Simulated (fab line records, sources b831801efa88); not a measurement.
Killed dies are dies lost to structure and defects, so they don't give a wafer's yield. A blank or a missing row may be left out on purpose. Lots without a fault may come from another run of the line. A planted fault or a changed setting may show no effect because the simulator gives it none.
Which tool did it? | flow gf180mcu | 12 lots, 36 wafers sampled, at 4 steps of a route of 602

WHAT THE GAUGES READ, wafer by wafer
GF_V2_CD_MEAS_14: target cd 260 nm. Usual: cd_nm 260.3 nm, standard deviation 1.1.
lot  | measured     | on        | cd_nm (nm)        | flag
L976 | day 21 03:12 | cd_sem-02 | 258.5 258.8 259.3 |
L974 | day 21 05:09 | cd_sem-02 | 261.0 259.4 260.8 |
L978 | day 21 07:44 | cd_sem-01 | 258.7 258.9 258.4 |
L979 | day 21 10:10 | cd_sem-01 | 260.2 259.7 261.4 |
L981 | day 22 03:35 | cd_sem-02 | 261.6 260.9 261.4 |
L982 | day 22 06:08 | cd_sem-02 | 260.3 260.2 259.3 |
L983 | day 22 20:20 | cd_sem-01 | 260.6 259.9 260.0 |
L985 | day 23 08:44 | cd_sem-02 | 261.2 260.3 266.8 |
L994 | day 26 14:56 | cd_sem-02 | 260.3 259.9 261.2 |
L995 | day 26 21:18 | cd_sem-02 | 260.5 260.3 259.0 |
L996 | day 27 08:01 | cd_sem-01 | 260.9 261.0 261.3 |
L997 | day 27 12:04 | cd_sem-02 | 262.1 263.2 262.1 |

WHICH TOOL RAN EACH LOT (tool, then ch and the chambers of the sampled wafers, then the start)
lot  | GF_V1_CVD_23                  | GF_V2_CMP_04                  | GF_V2_PEB_12
L976 | cvd_w-02 ch 0,1, day 19 00:51 | cmp-01 ch 0,1, day 20 04:02   | litho_track-03 ch 0, day 21 02:52
L974 | cvd_w-01 ch 0, day 19 03:15   | cmp-01 ch 0,1, day 20 06:04   | litho_track-01 ch 0, day 21 04:44
L978 | cvd_w-02 ch 1, day 19 06:28   | cmp-02 ch 0,2, day 20 09:16   | litho_track-01 ch 0, day 21 07:23
L979 | cvd_w-02 ch 0,1, day 19 08:26 | cmp-02 ch 0,1,3, day 20 11:05 | litho_track-02 ch 0, day 21 09:50
L981 | cvd_w-01 ch 0,1, day 20 04:06 | cmp-02 ch 0,1,3, day 21 04:55 | litho_track-03 ch 0, day 22 03:14
L982 | cvd_w-02 ch 0,1, day 20 07:26 | cmp-02 ch 1,2,3, day 21 07:33 | litho_track-03 ch 0, day 22 05:47
L983 | cvd_w-02 ch 0,1, day 20 21:13 | cmp-01 ch 2,3, day 21 21:34   | litho_track-01 ch 0, day 22 19:59
L985 | cvd_w-01 ch 0, day 21 10:01   | cmp-02 ch 1,3, day 22 09:40   | litho_track-03 ch 0, day 23 08:23
L994 | cvd_w-02 ch 0,1, day 24 17:32 | cmp-01 ch 0,3, day 25 17:14   | litho_track-02 ch 0, day 26 14:35
L995 | cvd_w-01 ch 0,1, day 24 23:01 | cmp-01 ch 1,2,3, day 25 22:46 | litho_track-03 ch 0, day 26 20:58
L996 | cvd_w-01 ch 0,1, day 25 09:23 | cmp-02 ch 0,2,3, day 26 09:28 | litho_track-02 ch 0, day 27 07:41
L997 | cvd_w-02 ch 0,1, day 25 14:08 | cmp-02 ch 0,1,2, day 26 13:38 | litho_track-01 ch 0, day 27 11:45
- GF_V1_CVD_23: deposits W, target thk 350 nm, time 105.05 s.
- GF_V2_CMP_04: polishes SiO2.
- GF_V2_PEB_12: peb time 90 s.

WHAT THE TOOLS THEMSELVES READ (means of the sampled wafers that have a number; where no wafer has one, the mark that the record gives instead)
GF_V1_CVD_23. Usual: heater_power_w 881 W, standard deviation 85.
lot  | tool     | heater_power_w (W) | flag
L976 | cvd_w-02 | 835                |
L974 | cvd_w-01 | 1000               |
L978 | cvd_w-02 | 794                |
L979 | cvd_w-02 | 863                |
L981 | cvd_w-01 | 963                |
L982 | cvd_w-02 | 829                |
L983 | cvd_w-02 | 834                |
L985 | cvd_w-01 | 1016               |
L994 | cvd_w-02 | 884                |
L995 | cvd_w-01 | 957                |
L996 | cvd_w-01 | 944                |
L997 | cvd_w-02 | 845                |

GF_V2_CMP_04. Usual: head_pressure_psi 4.001 psi, standard deviation 0.0083; motor_current_A 12.5 A, standard deviation 1.1; slurry_filter_dp_kPa 13.53 kPa, standard deviation 0.15; time_to_endpoint_s 79 s, standard deviation 6.4.
lot  | tool   | head_pressure_psi (psi) | motor_current_A (A) | slurry_filter_dp_kPa (kPa) | time_to_endpoint_s (s) | flag
L976 | cmp-01 | 3.993                   | 12.6                | 13.58                      | 75                     |
L974 | cmp-01 | 3.994                   | 12.7                | 13.57                      | 79                     |
L978 | cmp-02 | 3.999                   | 11.6                | 13.61                      | 70                     |
L979 | cmp-02 | 4.003                   | 13.7                | 13.53                      | 80                     |
L981 | cmp-02 | 4.003                   | 12.8                | 13.58                      | 80                     |
L982 | cmp-02 | 3.995                   | 13.0                | 13.59                      | 80                     |
L983 | cmp-01 | 4.002                   | 11.4                | 13.48                      | 87                     |
L985 | cmp-02 | 4.004                   | 13.8                | 13.61                      | 79                     |
L994 | cmp-01 | 3.997                   | 11.2                | 13.36                      | 80                     |
L995 | cmp-01 | 4.014                   | 11.9                | 13.60                      | 83                     |
L996 | cmp-02 | 4.001                   | 12.8                | 13.61                      | 83                     |
L997 | cmp-02 | 4.006                   | 12.5                | 13.46                      | 76                     |

THE ANSWER, worked out from the rows above alone
Rule: a lot is off if the mean of its wafers that have a number lies more than 3 standard deviations from the usual mean. A lot without any number at a reading at which 4 lots or more have one is off too. The other lots that the step has rows for count as sound. The gauges are gone through in route order, then the tools' own readings, and for those a lot's mean is taken as printed above. The first step at which some lot is off is used, and at that step the reading that is off furthest; a lot without a number counts as furthest.
No lot is off at any reading shown: from this, nothing can be told.

WHAT THE SIMULATOR HAD PUT IN
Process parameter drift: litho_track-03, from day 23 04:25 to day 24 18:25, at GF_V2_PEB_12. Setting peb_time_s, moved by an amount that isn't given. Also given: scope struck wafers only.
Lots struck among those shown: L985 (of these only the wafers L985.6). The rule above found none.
